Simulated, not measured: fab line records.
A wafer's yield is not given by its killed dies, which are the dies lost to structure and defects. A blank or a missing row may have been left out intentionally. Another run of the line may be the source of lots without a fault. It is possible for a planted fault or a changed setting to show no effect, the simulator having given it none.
2 desks looking at one fault | flow gf180mcu | each desk has only its own numbers; what lay behind them comes last

== FROM THE METROLOGY DESK ==
Means of the sampled wafers that have a number, per lot and without regard to the tool the lot ran on: this is what the gauges read. Marked OUT: a lot whose mean sits more than 4 standard deviations from the usual mean, which makes it out of limits; the brackets give that distance.
Columns: A = VT_IMPLANT_TW at GF_VT_IMPLANT_TW_MEAS_10, usual 562
lot  | first seen here | A
L970 | day 6 01:43     | 568
L971 | day 6 11:47     | 568
L972 | day 6 16:37     | 558
L973 | day 6 23:08     | 562
L975 | day 7 10:14     | 557
L977 | day 8 00:51     | 561
L980 | day 8 21:07     | 559
L981 | day 9 01:15     | 559
L982 | day 9 07:48     | 558
L983 | day 9 12:22     | 558
L989 | day 11 03:05    | 550
L990 | day 11 10:05    | 547 (-4.3) OUT
L991 | day 11 17:22    | 563
This desk reports L990 out of limits; the earliest was L990 at day 11 10:05 (VT_IMPLANT_TW at GF_VT_IMPLANT_TW_MEAS_10). Within limits: L970, L971, L972, L973, L975, L977, L980, L981, L982, L983, L989, L991.

== TOOL OWNER'S DESK, implanter-01 ==
GF_VT_IMPLANT_IMPLANT_08, tool's own readings: per-lot mean of the sampled wafers with a number, covering each lot this tool ran. Marked OUT: a lot whose mean sits more than 4 standard deviations from the usual mean, which makes it out of limits; the brackets give that distance.
Columns: A = doseIonsCm2 at GF_VT_IMPLANT_IMPLANT_08, usual 8.291e+12; B = faradayCurrentUA at GF_VT_IMPLANT_IMPLANT_08, usual 46.7
lot  | first seen here | A                   | B
L980 | day 8 20:53     | 8.288e+12           | 46.6
L983 | day 9 12:07     | 8.281e+12           | 45.9
L989 | day 11 02:50    | 7.536e+12 (-88) OUT | 42.6 (-4.5) OUT
L990 | day 11 09:50    | 7.536e+12 (-88) OUT | 43.0 (-4.0) OUT
This desk finds L989, L990 out of limits, L989 being first, at day 11 02:50 (doseIonsCm2 at GF_VT_IMPLANT_IMPLANT_08). Within limits: L980, L983.

== PUT TOGETHER ==
On L989, L990, at day 11 02:50, an alarm was possible from the tool owner's desk.
On L990, the metrology desk was in a position to raise an alarm at day 11 10:05.
The metrology desk holds a record of L989, inside its limits.
GF_VT_IMPLANT_IMPLANT_08 was run on implanter-01 by each of the lots named.

== WHAT THE SIMULATOR PUT IN ==
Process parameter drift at GF_VT_IMPLANT_IMPLANT_08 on implanter-01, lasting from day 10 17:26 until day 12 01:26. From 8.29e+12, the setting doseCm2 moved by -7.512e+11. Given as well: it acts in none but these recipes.
Shown lots that were struck: L989, L990.
Fault start to first reading out of limits, in hours, per desk: tool owner, 9; metrology, 17.
